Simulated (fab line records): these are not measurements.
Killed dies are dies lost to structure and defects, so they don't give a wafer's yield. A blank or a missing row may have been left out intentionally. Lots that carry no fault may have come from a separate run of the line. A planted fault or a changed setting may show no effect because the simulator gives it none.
Which of the tools did it? | flow sky130 | 24 lots with 72 wafers sampled at 6 steps, on a route of 708 steps

## WHAT THE GAUGES READ, wafer by wafer
SKY_VT_ADJUST_HVTP_OVL_MEAS_08.
lot  | measured     | on         | VT_ADJUST_HVTP_OVL (nm)
L074 | day 7 20:16  | overlay-02 | -4.0 -0.5 -0.9
L075 | day 7 21:06  | overlay-02 | -0.2 -0.3 0.1
L076 | day 7 21:50  | overlay-01 | -0.5 -0.4 0.2
L077 | day 7 22:26  | overlay-02 | -0.6 -1.3 -0.8
L078 | day 7 23:46  | overlay-01 | -0.3 1.3 -0.2
L079 | day 8 00:00  | overlay-01 | -1.3 -0.1 -0.5
L080 | day 8 00:22  | overlay-01 | -3.6 -2.0 -1.9
L081 | day 8 00:37  | overlay-01 | -0.6 -1.2 0.4
L082 | day 8 00:50  | overlay-01 | 0.3 -0.8 -1.0
L083 | day 8 01:13  | overlay-02 | 0.9 0.3 0.4
L084 | day 8 01:19  | overlay-02 | -0.6 -1.0 -0.1
L085 | day 8 01:34  | overlay-02 | 0.3 -0.5 1.6
L086 | day 8 01:41  | overlay-02 | -3.9 -3.6 -5.2
L087 | day 8 01:56  | overlay-01 | -1.0 -2.3 -1.5
L088 | day 12 15:36 | overlay-02 | 0.2 -3.0 -1.2
L089 | day 13 00:00 | overlay-02 | 0.4 0.2 -1.6
L093 | day 13 02:59 | overlay-01 | -1.1 -2.2 -3.2
L091 | day 13 03:39 | overlay-02 | -1.8 -0.5 -1.6
L092 | day 13 04:59 | overlay-02 | 0.1 -1.3 -0.6
L094 | day 13 05:28 | overlay-02 | -0.3 -0.8 -0.4
L090 | day 13 05:56 | overlay-01 | -0.3 1.7 1.2
L095 | day 13 06:08 | overlay-01 | -0.9 -1.5 -0.9
L097 | day 13 08:01 | overlay-01 | -1.5 -1.4 -1.3
L096 | day 13 09:19 | overlay-01 | 0.1 -2.5 -1.4

SKY_VT_ADJUST_LVTN_TW_MEAS_21.
lot  | measured     | on            | VT_ADJUST_LVTN_2_TW
L074 | day 8 15:56  | film_metro-04 | 187.0 186.2 186.5
L075 | day 8 19:05  | film_metro-03 | 187.4 185.8 187.3
L076 | day 9 01:47  | film_metro-01 | 185.5 186.2 185.7
L077 | day 9 04:32  | film_metro-01 | 185.0 186.0 183.6
L078 | day 9 06:40  | film_metro-04 | 186.7 186.7 187.7
L079 | day 9 08:49  | film_metro-01 | 185.4 184.9 185.2
L080 | day 9 09:11  | film_metro-04 | 187.0 187.6 187.2
L081 | day 9 10:17  | film_metro-01 | 184.7 185.7 185.8
L082 | day 9 10:40  | film_metro-01 | 185.5 184.6 184.7
L083 | day 9 12:47  | film_metro-01 | 184.2 184.3 185.6
L084 | day 9 13:05  | film_metro-01 | 184.6 185.2 186.0
L085 | day 9 13:55  | film_metro-01 | 185.6 185.7 185.1
L086 | day 9 14:13  | film_metro-01 | 185.7 185.5 184.7
L087 | day 9 15:18  | film_metro-03 | 186.5 187.1 187.7
L088 | day 14 19:53 | film_metro-03 | 184.5 185.0 186.7
L089 | day 15 04:50 | film_metro-04 | 187.8 188.4 188.0
L093 | day 15 07:08 | film_metro-04 | 187.0 186.0 188.2
L091 | day 15 08:15 | film_metro-01 | 185.7 184.9 184.6
L092 | day 15 09:56 | film_metro-03 | 186.8 184.3 184.9
L094 | day 15 10:14 | film_metro-01 | 185.1 185.7 185.7
L090 | day 15 10:50 | film_metro-03 | 185.6 185.9 186.2
L095 | day 15 11:31 | film_metro-03 | 185.5 185.5 185.6
L097 | day 15 13:25 | film_metro-01 | 185.7 184.9 185.5
L096 | day 15 14:56 | film_metro-04 | 186.7 188.3 187.0

SKY_LDD_P_CD_MEAS_07 targets a cd of 380 nm.
lot  | measured     | on        | cd_nm (nm)
L074 | day 20 11:53 | cd_sem-01 | 375.5 380.9 379.0
L075 | day 20 19:31 | cd_sem-01 | 379.1 376.9 379.0
L076 | day 21 00:31 | cd_sem-01 | 380.3 382.3 379.7
L077 | day 21 09:19 | cd_sem-01 | 380.6 378.4 378.2
L078 | day 21 12:26 | cd_sem-01 | 385.2 384.1 385.6
L079 | day 21 16:53 | cd_sem-01 | 382.3 383.8 382.7
L080 | day 21 17:52 | cd_sem-01 | 381.9 381.9 383.3
L081 | day 21 19:49 | cd_sem-02 | 377.7 376.6 378.2
L082 | day 21 20:05 | cd_sem-01 | 377.8 378.2 376.4
L083 | day 21 20:28 | cd_sem-01 | 380.9 378.9 382.3
L084 | day 21 21:11 | cd_sem-02 | 376.7 379.2 380.4
L085 | day 22 01:31 | cd_sem-01 | 378.3 379.5 381.7
L086 | day 22 01:49 | cd_sem-02 | 379.5 380.6 384.0
L087 | day 21 23:41 | cd_sem-02 | 376.7 374.7 377.0
L088 | day 27 21:43 | cd_sem-02 | 378.9 379.1 378.2
L089 | day 28 10:05 | cd_sem-02 | 380.4 379.3 378.0
L093 | day 28 13:01 | cd_sem-02 | 384.1 382.1 384.1
L091 | day 28 13:58 | cd_sem-01 | 378.6 379.7 379.6
L092 | day 28 15:26 | cd_sem-02 | 377.3 377.8 376.3
L094 | day 28 16:49 | cd_sem-02 | 379.2 377.8 377.7
L090 | day 28 18:34 | cd_sem-01 | 384.9 384.7 384.1
L095 | day 28 23:21 | cd_sem-02 | 375.8 378.0 380.1
L097 | day 28 23:35 | cd_sem-02 | 380.5 378.4 377.9
L096 | day 29 00:40 | cd_sem-01 | 378.2 380.7 383.8

SKY_SD_P_OVL_MEAS_08.
lot  | measured     | on         | SD_P_OVL (nm)
L074 | day 27 00:10 | overlay-02 | 2.6 1.2 1.3
L075 | day 27 07:41 | overlay-01 | -0.4 2.0 1.4
L076 | day 27 12:24 | overlay-01 | 2.1 1.3 1.4
L077 | day 27 20:55 | overlay-02 | 2.8 0.5 -1.7
L078 | day 27 23:37 | overlay-02 | 2.1 0.3 1.3
L079 | day 28 03:14 | overlay-02 | 1.9 1.8 1.1
L080 | day 28 04:08 | overlay-01 | -0.8 1.5 1.1
L081 | day 28 05:36 | overlay-01 | 2.6 2.1 1.2
L082 | day 28 05:08 | overlay-01 | 4.6 3.0 2.6
L083 | day 28 05:01 | overlay-02 | 0.5 1.7 1.9
L084 | day 28 06:25 | overlay-01 | 1.2 -1.1 -1.2
L085 | day 28 11:37 | overlay-02 | 2.1 2.4 1.3
L086 | day 28 12:12 | overlay-01 | 1.4 0.7 1.0
L087 | day 28 08:08 | overlay-01 | 0.2 1.0 -0.5
L088 | day 33 22:50 | overlay-01 | 2.4 1.0 1.5
L089 | day 34 11:53 | overlay-01 | 1.0 0.6 -1.6
L093 | day 34 12:29 | overlay-02 | 0.3 1.1 2.0
L091 | day 34 14:59 | overlay-01 | 0.3 0.7 1.6
L092 | day 34 14:40 | overlay-01 | -0.4 0.3 0.0
L094 | day 34 16:31 | overlay-01 | 0.6 1.3 2.1
L090 | day 34 19:25 | overlay-01 | 2.3 2.5 2.3
L095 | day 34 20:20 | overlay-01 | 3.1 3.0 3.6
L097 | day 34 21:16 | overlay-02 | 3.5 2.0 4.5
L096 | day 35 00:47 | overlay-01 | 3.8 4.4 1.9

SKY_METAL1_CD_MEAS_15 targets a cd of 140 nm.
lot  | measured     | on        | cd_nm (nm)
L074 | day 34 10:34 | cd_sem-01 | 139.1 138.8 137.8
L075 | day 34 15:01 | cd_sem-01 | 137.3 138.6 138.0
L076 | day 34 18:50 | cd_sem-02 | 140.4 139.5 140.8
L077 | day 35 05:40 | cd_sem-01 | 140.8 138.9 139.5
L078 | day 35 06:32 | cd_sem-01 | 139.8 137.8 137.1
L079 | day 35 09:43 | cd_sem-02 | 138.8 139.8 140.0
L080 | day 35 10:04 | cd_sem-01 | 140.6 140.2 139.7
L081 | day 35 11:52 | cd_sem-02 | 136.7 137.0 136.3
L082 | day 35 11:30 | cd_sem-01 | 139.8 139.7 140.4
L083 | day 35 10:26 | cd_sem-02 | 140.1 139.6 139.1
L084 | day 35 13:30 | cd_sem-01 | 141.0 138.9 139.9
L085 | day 35 17:22 | cd_sem-02 | 139.6 138.9 139.6
L086 | day 35 18:08 | cd_sem-02 | 138.1 138.8 138.7
L087 | day 35 16:19 | cd_sem-02 | 140.2 139.3 139.1
L088 | day 40 21:16 | cd_sem-02 | 141.6 140.1 140.5
L089 | day 41 09:14 | cd_sem-01 | 140.9 140.3 141.0
L093 | day 41 10:21 | cd_sem-02 | 140.6 141.0 140.6
L091 | day 41 13:19 | cd_sem-02 | 141.6 141.7 141.5
L092 | day 41 11:01 | cd_sem-02 | 137.4 139.3 137.0
L094 | day 41 13:21 | cd_sem-01 | 139.8 140.3 139.6
L090 | day 41 15:16 | cd_sem-02 | 136.8 137.8 138.0
L095 | day 41 17:25 | cd_sem-02 | 138.3 137.7 137.5
L097 | day 41 18:31 | cd_sem-02 | 143.3 142.7 142.4
L096 | day 41 19:45 | cd_sem-01 | 139.7 138.6 140.4

SKY_CAP2M_OVL_MEAS_12.
lot  | measured     | on         | CAP2M_OVL (nm)
L074 | day 42 12:21 | overlay-01 | 0.2 0.6 -2.4
L075 | day 42 17:06 | overlay-02 | -0.2 0.7 -0.2
L076 | day 42 20:00 | overlay-01 | -2.4 -2.2 -1.9
L077 | day 43 05:57 | overlay-02 | 2.0 0.8 -2.4
L078 | day 43 06:33 | overlay-02 | -2.1 -0.2 -2.1
L079 | day 43 08:42 | overlay-01 | -2.8 -1.5 -2.4
L080 | day 43 09:00 | overlay-02 | -0.1 -1.1 2.9
L081 | day 43 11:06 | overlay-01 | -0.2 -0.1 0.0
L082 | day 43 09:54 | overlay-01 | 0.1 2.0 1.8
L083 | day 43 09:36 | overlay-02 | -1.4 -1.0 0.7
L084 | day 43 11:24 | overlay-02 | 0.6 1.4 -0.1
L085 | day 43 19:18 | overlay-02 | -1.1 -2.8 -2.2
L086 | day 43 19:24 | overlay-01 | -3.2 -2.9 -2.1
L087 | day 43 19:01 | overlay-02 | -1.5 -2.1 -2.5
L088 | day 48 04:00 | overlay-01 | -2.6 -0.3 -2.1
L089 | day 48 13:59 | overlay-02 | 0.3 -3.1 -2.1
L093 | day 48 22:00 | overlay-01 | 1.9 0.4 0.0
L091 | day 48 16:46 | overlay-01 | -1.5 -1.4 -1.7
L092 | day 48 15:24 | overlay-02 | 0.7 -0.2 0.3
L094 | day 48 17:14 | overlay-02 | -4.3 -3.0 -3.2
L090 | day 48 18:39 | overlay-01 | 0.2 -1.9 0.7
L095 | day 48 19:22 | overlay-01 | -1.1 -3.1 -2.5
L097 | day 48 20:06 | overlay-01 | -3.0 -2.9 -3.0
L096 | day 48 21:03 | overlay-02 | -1.1 -1.5 -0.2

## WHICH TOOL RAN EACH LOT (tool, then ch and the chambers of the sampled wafers, then the start)
Before these readings, the record contains no process step.

## WHAT THE TOOLS THEMSELVES READ (means of the sampled wafers that have a number; where no wafer has one, the mark that the record gives instead)
The record holds no such reading with a usual standard deviation.

## THE ANSWER, worked out from the rows above alone
Rule: the lots themselves supply what counts as usual. The widest of any qualifying gaps counts: lots, ordered by their means at a reading, are off when they make up no more than a third of the lots, leave a main group of 4 or more, and stand apart from it by 3 or more times the standard deviation of that group's means. Not used: any main group whose means are identical at the precision the tables above print for the reading. Also off: a lot with no number at a reading for which 4 or more lots have one. Where the step has rows for the other lots, those lots are counted as sound. First the gauges in route order, then the tools' own readings, where a lot's mean is used as printed above. At the first step where some lot is off, the reading lying furthest off is the one used; lots without a number count as furthest.
None of the lots is off at any reading shown; this tells nothing.

## WHAT THE SIMULATOR PUT IN
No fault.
